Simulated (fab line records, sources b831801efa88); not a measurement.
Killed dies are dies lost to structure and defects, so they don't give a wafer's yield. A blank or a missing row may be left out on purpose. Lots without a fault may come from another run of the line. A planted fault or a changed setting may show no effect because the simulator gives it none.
Split-lot experiment | flow sky130 | 5 lots, 23 wafers read, on a route of 708 steps

THE SPLIT
At SKY_VT_ADJUST_NCORE_IMPLANT_09, the setting dose_cm2 was moved away from the recipe's 2.4e+12 on 8 of the 23 wafers read, by -6.0% to +5.6%. The other wafers ran this setting at the recipe's value.

FROM THE SPLIT TO THE READING: what the file shows between them, 1 step
- SKY_VT_ADJUST_NCORE_STRIP_10: strips in O2/N2

THE READING
VT_ADJUST_NCORE_TW, at SKY_VT_ADJUST_NCORE_TW_MEAS_11. Fault-free wafers of this fab line usually give 220.8, standard deviation 1.4.

wafer  | tool, chamber at the split | dose_cm2 as run | against the recipe | VT_ADJUST_NCORE_TW | against lot-mates on the recipe
L074.1 | implanter-02, 0            | 2.4e+12         | recipe             | 220.9              | -
L074.2 | implanter-02, 0            | 2.313e+12       | -3.6%              | 218.2              | -2.9
L074.3 | implanter-02, 0            | 2.313e+12       | -3.6%              | 219.2              | -1.9
L074.5 | implanter-02, 0            | 2.4e+12         | recipe             | 221.3              | -
L074.6 | implanter-02, 0            | 2.313e+12       | -3.6%              | 218.0              | -3.1
L075.1 | implanter-04, 0            | 2.4e+12         | recipe             | 219.6              | -
L075.3 | implanter-04, 0            | 2.255e+12       | -6.0%              | 216.8              | -3.6
L075.4 | implanter-04, 0            | 2.255e+12       | -6.0%              | 216.4              | -4.0
L075.5 | implanter-04, 0            | 2.4e+12         | recipe             | 220.5              | -
L075.6 | implanter-04, 0            | 2.4e+12         | recipe             | 221.2              | -
L077.1 | implanter-01, 0            | 2.4e+12         | recipe             | 219.7              | -
L077.2 | implanter-01, 0            | 2.4e+12         | recipe             | 218.5              | -
L077.4 | implanter-01, 0            | 2.4e+12         | recipe             | 220.1              | -
L077.5 | implanter-01, 0            | 2.4e+12         | recipe             | 218.4              | -
L077.6 | implanter-01, 0            | 2.4e+12         | recipe             | 219.6              | -
L081.1 | implanter-02, 0            | 2.4e+12         | recipe             | 220.2              | -
L081.3 | implanter-02, 0            | 2.4e+12         | recipe             | 219.4              | -
L081.4 | implanter-02, 0            | 2.4e+12         | recipe             | 219.1              | -
L085.1 | implanter-01, 0            | 2.4e+12         | recipe             | 220.5              | -
L085.2 | implanter-01, 0            | 2.535e+12       | +5.6%              | 224.1              | +4.0
L085.3 | implanter-01, 0            | 2.535e+12       | +5.6%              | 224.3              | +4.2
L085.4 | implanter-01, 0            | 2.535e+12       | +5.6%              | 223.8              | +3.7
L085.5 | implanter-01, 0            | 2.4e+12         | recipe             | 219.7              | -

THE FIT
A straight line over all 23 wafers: VT_ADJUST_NCORE_TW changes by +0.614 for each +1% of dose_cm2; r = +0.92; the points scatter about the line by 0.83.
The same after taking each lot's own level away (the mean of its wafers on the recipe; 23 wafers): +0.685 for each +1%; r = +0.97; scatter 0.53.
On that fit, the largest move of dose_cm2 shifts the reading by 4.1.
The lots' own levels span 219.26 to 221.10, that is 1.3 times the standard deviation above.
So the lot-to-lot level changes the slope: the two fits differ.
Check: with one of the wafers moved furthest among these (-6.0%) left out of the fit, the line predicts -4.24 for it against its lot-mates. It came out at -3.63 against them.

THE FILE'S OWN FIT
VT_ADJUST_NCORE_TW changes by +0.67 for each +1% of dose_cm2, r = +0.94.
